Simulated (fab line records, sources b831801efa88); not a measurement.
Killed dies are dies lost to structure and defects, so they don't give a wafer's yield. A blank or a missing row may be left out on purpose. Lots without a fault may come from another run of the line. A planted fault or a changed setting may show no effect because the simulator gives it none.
A struck lot beside a sound one | flow sfq_line | 11 steps out of a route of 325
Sound: wafers L987.3, L987.4, L987.5. Struck: wafer L104.5. (L104.4 of the same lot was not struck and is left out.) The cause comes at the end.
At each step with rows: each side's tool, then ch and its chambers, then its first start. Under that, the readings that differ: sound wafers | struck wafers | difference of the means | sigmas: that difference in standard deviations of wafers without a fault.
alike: readings whose means differ by less than 2 such deviations, and words and numbers that are the same on both sides. not compared: withheld readings, readings that some wafer has no value for, bounds like >300 that may hide the same value, and numbers for which the record gives no deviation and whose values overlap.
The two part at a step that has a row with sigmas, a row that says differs or no value, or rows on one side only. Numbers that don't overlap but have no deviation are shown without sigmas and don't part them. A reading that every wafer of one side lacks parts them only if that side has two wafers or more.

SFQ_INCOMING_BOW_MEAS_900:
  sound on film_metro-01, day 1 15:02; struck on film_metro-02, day 5 04:04
  alike: INCOMING_BOW
then, 1 step without rows for these wafers: SFQ_TRILAYER_INCOMING_OXIDATION_002 (target thk 500 nm, ox time 4939 s).
SFQ_TRILAYER_L0_DEP_SPUTTER_003: material MoNx KI, target thk 40 nm, time 100 s.
  sound on pvd_sputter-05, day 1 17:29; struck on pvd_sputter-03, day 5 06:29
  alike: throttle_valve_pct
SFQ_L0_RS_MEAS_901: measures by four-point-probe.
  sound on film_metro-03, day 1 17:36; struck on film_metro-03, day 5 06:37
  alike: L0_MONX_KI_RS
SFQ_L0_THK_MEAS_902: measures by xrf.
  sound on film_metro-03, day 1 17:42; struck on film_metro-03, day 5 06:43
  alike: L0_MONX_KI_THK
then, 4 steps without rows for these wafers: SFQ_TRILAYER_L0_LITHO_COAT_010 (resist thk 62 nm); SFQ_TRILAYER_L0_LITHO_COAT_005 (resist thk 600 nm); SFQ_TRILAYER_L0_LITHO_SOFTBAKE_009; SFQ_TRILAYER_L0_LITHO_EXPOSE_006 (exposes mask L0, target cd 2000 nm).
SFQ_TRILAYER_L0_LITHO_PEB_008: peb time 60 s.
  sound on litho_track-01 ch 0, day 3 06:02; struck on litho_track-02 ch 0, day 6 23:11
  reading                  | sound             | struck | difference | sigmas
  heater_power_total_W (W) | 79.14 79.22 79.15 | 80.16  | +0.99      | +16
then, 1 step without rows for these wafers: SFQ_TRILAYER_L0_LITHO_DEVELOP_007 (time 60 s).

WHERE THEY PART
Only at SFQ_TRILAYER_L0_LITHO_PEB_008, within this record.

WHY: what the simulator had put in
Process parameter drift: litho_track-02, from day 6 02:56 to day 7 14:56, at SFQ_TRILAYER_L0_LITHO_PEB_008. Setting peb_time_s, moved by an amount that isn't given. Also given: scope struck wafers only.
